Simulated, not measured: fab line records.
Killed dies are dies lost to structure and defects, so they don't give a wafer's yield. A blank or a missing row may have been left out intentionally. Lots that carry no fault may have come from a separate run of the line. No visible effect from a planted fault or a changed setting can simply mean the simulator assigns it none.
A struck lot beside a sound one / flow gf180mcu / 22 steps out of a route of 602
Sound: the wafers L766.2, L766.5, L766.6. Wafers L776.2, L776.3, L776.5 were the ones struck. The cause is named last.
Each step with rows lists, per side, the tool, then ch with its chambers, then its first start. Under that, the readings that differ: sound wafers / struck wafers / difference of the means / sigmas: that difference in standard deviations of wafers without a fault.
alike: same words and numbers on both sides, and readings whose means sit less than 2 such deviations apart. not compared: any withheld reading, any reading some wafer has no value for, any bound like >300 that may hide the same value, and any number with overlapping values for which the record gives no deviation.
Wherever a step has rows on one side only, a row that says differs or no value, or a row with sigmas, the two part there. Numbers that don't overlap but have no deviation are shown without sigmas and don't part them. Lack of a reading on every wafer of one side parts them only where that side has two or more wafers.

first, 1 step without rows for these wafers: GF_POLY_GATE_DEVELOP_09 (develop time 60 s).
GF_POLY_GATE_CD_MEAS_10: the cd target is 280 nm.
  sound: cd-sem-02 at day 11 10:37; struck: cd-sem-01 at day 14 07:58
  alike: cd-nm
GF_POLY_GATE_OVL_MEAS_11:
  sound: overlay-01 at day 11 10:44; struck: overlay-01 at day 14 08:05
  alike: POLY_GATE_OVL
GF_POLY_GATE_ETCH_12: etches BARC in N2/H2.
  sound on rie-diel-03 ch 2,3, day 11 10:46; struck on rie-diel-02 ch 0,1,2, day 14 08:07
  alike: drypump-motor-current-A, oes-product-au, throttle-valve-pct
GF_POLY_GATE_ETCH_13: etches poly-Si in HBr/Cl2, stops on SiO2, target depth 198.5 nm, time 69.6 s.
  sound on rie-si-02 ch 0,1,3, day 11 10:49; struck on rie-si-01 ch 0,2,3, day 14 08:10
  alike: HBr_flow_sccm, drypump-motor-current-A, oes-product-au, throttle-valve-pct
  not compared: rf-hours-counter-h
GF_POLY_GATE_STRIP_14: strips in O2/N2.
  sound on plasma-asher-04 ch 0,1, day 11 10:52; struck on plasma-asher-01 ch 0, day 14 08:13
reading=heater-power-w (W); sound=303 333 305; struck=419 421 414; difference=+104; sigmas=+3
  alike: drypump-motor-current-A, oes-product-au
  not compared: rf-hours-counter-h
then, 2 steps without rows for these wafers: GF_POLY_GATE_CLEAN_15 (cleans in SC1/SC2, time 150 s); GF_POLY_GATE_OXIDATION_16 (stabilise 600 s, purge 300 s, target thk 4 nm).
GF_POLY_GATE_THK_MEAS_17:
  sound: film-metro-04 at day 11 13:31; struck: film-metro-03 at day 14 09:38
  alike: POLY_GATE_OXIDATION_THK
GF_POLY_GATE_CD_MEAS_18:
  sound: cd-sem-02 at day 11 13:35; struck: cd-sem-01 at day 14 09:43
  alike: cd-nm
then, 2 steps without rows for these wafers: GF_HV_LDD_DEHYDRATE_00 (time 60 s); GF_HV_LDD_HMDS_01 (prime time 60 s).
GF_HV_LDD_COAT_02: resist thk 1000 nm.
  sound on litho-track-02 ch 0, day 11 22:58; struck on litho-track-02 ch 0, day 14 20:25
reading=model.NOVOLAK_of_HV_LDD_COAT_02.thk-nm (nm); sound=998 998 996.4; struck=864.3 864.9 866.2; difference=-132.3; sigmas=
then, 3 steps without rows for these wafers: GF_HV_LDD_SOFTBAKE_03 (time 60 s); GF_HV_LDD_EXPOSE_04 (exposes mask Nplus LV AREA, target cd 400 nm); GF_HV_LDD_PEB_05.
GF_HV_LDD_DEVELOP_06: develop time 60 s.
  sound on litho-track-03 ch 0, day 12 08:27; struck on litho-track-03 ch 0, day 15 07:32
reading=model.NOVOLAK_of_HV_LDD_COAT_02.thk-nm (nm); sound=997.6 997.6 996; struck=863.8 864.5 865.8; difference=-132.4; sigmas=
GF_HV_LDD_CD_MEAS_07: the cd target is 400 nm.
  sound: cd-sem-01 at day 12 08:35; struck: cd-sem-02 at day 15 07:41
reading=cd-nm (nm); sound=396.8 395.2 396.0; struck=413.1 412.2 412.1; difference=+16.5; sigmas=+7
GF_HV_LDD_OVL_MEAS_08:
  sound: overlay-01 at day 12 08:42; struck: overlay-02 at day 15 07:48
  alike: HV_LDD_OVL
following that, these wafers have no rows for 1 step: GF_HV_LDD_IMPLANT_09.
GF_HV_LDD_STRIP_10: strips in O2/N2.
  sound on plasma-asher-04 ch 0,1, day 12 08:53; struck on plasma-asher-04 ch 0,1, day 15 07:59
reading=oes-product-au (a.u.); sound=0.714 0.715 0.723; struck=0.690 0.690 0.688; difference=-0.028; sigmas=-6
reading=strip-time-to-endpoint-s (s); sound=12.60 12.60 12.57; struck=11.04 11.04 11.07; difference=-1.54; sigmas=-48
  alike: drypump-motor-current-A, heater-power-w
  not compared: rf-hours-counter-h
GF_HV_LDD_TW_MEAS_11:
  sound: film-metro-01 at day 12 08:59; struck: film-metro-01 at day 15 08:05
  alike: HV_LDD_TW

== WHERE THEY PART ==
At GF_POLY_GATE_STRIP_14 first; at GF_HV_LDD_STRIP_10 last (within this record only). Later steps at which nothing parts them and some readings are alike: GF_HV_LDD_TW_MEAS_11.

WHY: what the simulator had put in
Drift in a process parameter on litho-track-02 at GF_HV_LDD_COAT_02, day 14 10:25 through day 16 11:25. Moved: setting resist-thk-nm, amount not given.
